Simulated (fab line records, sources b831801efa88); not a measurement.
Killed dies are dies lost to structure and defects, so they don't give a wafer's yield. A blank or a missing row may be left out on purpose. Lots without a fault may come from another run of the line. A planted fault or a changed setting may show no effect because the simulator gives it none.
Chamber matching | flow gf180mcu | GF_V3_CVD_00 on hdpcvd-01: 3 sister chambers
The step deposits SiO2, target thk 600 nm, time 100 s. 5 wafers are shown with their chamber, then 7 later ones without.

WAFERS WITH THEIR CHAMBER
wafer  | chamber | susceptor_temp_C (C) | sih4_flow_sccm (sccm)
L291.5 | 2       | 400.35               | 60.20
L295.4 | 0       | 399.69               | 60.11
L295.6 | 1       | 399.98               | 60.15
L301.2 | 1       | 399.85               | 59.96
L301.3 | 0       | 399.87               | 59.95

WAFERS WITHOUT THEIR CHAMBER
wafer  | susceptor_temp_C (C) | sih4_flow_sccm (sccm)
L301.5 | 400.19               | 60.28
L307.2 | 400.20               | 60.07
L307.3 | 400.01               | 60.10
L307.6 | 399.95               | 59.82
L308.2 | 399.92               | 60.08
L308.5 | 399.70               | 60.11
L308.6 | 400.09               | 60.16

WHICH CHAMBER EACH WENT THROUGH
wafer  | from the rows above          | in truth
L301.5 | can't be placed: 2 or 1      | 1
L307.2 | can't be placed: 2 or 1      | 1
L307.3 | can't be placed: 1 or 0      | 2
L307.6 | can't be placed: 1 or 0      | 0
L308.2 | can't be placed: 1 or 0      | 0
L308.5 | can't be placed: 0 or 1      | 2
L308.6 | can't be placed: 1 or 2 or 0 | 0
Placed correctly: 0 of 7. Can't be placed from these rows: 7 (the true chamber is among the candidates in 5). Placed wrongly: 0.
How it was worked out, from the rows above alone: a wafer's distance from a chamber is the root of the sum, over the readings, of the square of ((its reading less the chamber's mean) divided by the reading's scatter). The wafer belongs to the nearest chamber; if the next one is less than 2 further off, it can't be placed. A chamber's mean is the mean of its shown wafers. The scatter: the root of (the sum of the squares of (reading less its chamber's mean) over the shown wafers, divided by (wafers less chambers)).
